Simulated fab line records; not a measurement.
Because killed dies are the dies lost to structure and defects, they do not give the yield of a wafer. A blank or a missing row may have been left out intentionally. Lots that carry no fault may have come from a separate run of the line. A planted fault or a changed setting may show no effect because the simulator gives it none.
Matching of chambers ; flow sky130 ; SKY_CAPM_CVD_00 on pecvd-01: 3 sister chambers
The step deposits SiO2, target thk 15.5 nm. 20 wafers are shown with their chamber, then 10 later ones without.

## WAFERS WITH THEIR CHAMBER
wafer;chamber;heater_power_w (W)
L075.3;2;794
L075.5;1;708
L075.6;2;777
L077.1;1;661
L077.4;0;683
L077.5;2;793
L083.1;2;890
L083.3;0;740
L083.6;0;750
L087.1;1;618
L087.2;2;914
L087.3;0;696
L089.2;0;737
L089.4;1;721
L089.5;0;738
L092.1;0;752
L092.5;0;747
L092.6;1;668
L096.1;0;787
L096.2;1;695

SIGNATURES (means of the wafers above)
reading;chamber 0;chamber 1;chamber 2;scatter within a chamber
heater_power_w;736.67;678.50;833.60;42.5
Rule: a wafer's distance from a chamber is the root of the sum, over the readings, of the square of ((its reading less the chamber's mean) divided by the reading's scatter). The wafer belongs to the nearest chamber; if the next one is less than 2 further off, it can't be placed. How the scatter is found: for the shown wafers, subtract from each reading the mean of its chamber, square and add these, divide the total by (wafers less chambers), then take the root.

## WAFERS WHOSE CHAMBER IS MISSING
wafer;heater_power_w (W)
L096.3;897
L096.4;863
L096.5;686
L096.6;755
L097.1;628
L097.2;850
L097.3;649
L097.4;664
L097.5;656
L097.6;852

## EACH ONE'S CHAMBER
wafer;from the rows above;in truth
L096.3;2;2
L096.4;2;2
L096.5;can't be placed: 1 or 0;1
L096.6;can't be placed: 0 or 1 or 2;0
L097.1;can't be placed: 1 or 0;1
L097.2;2;2
L097.3;can't be placed: 1 or 0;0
L097.4;can't be placed: 1 or 0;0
L097.5;can't be placed: 1 or 0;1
L097.6;2;2
Placed correctly: 4 of 10. Not placeable from these rows: 6 (in 6, the candidates include the true chamber). Placed wrongly: 0.
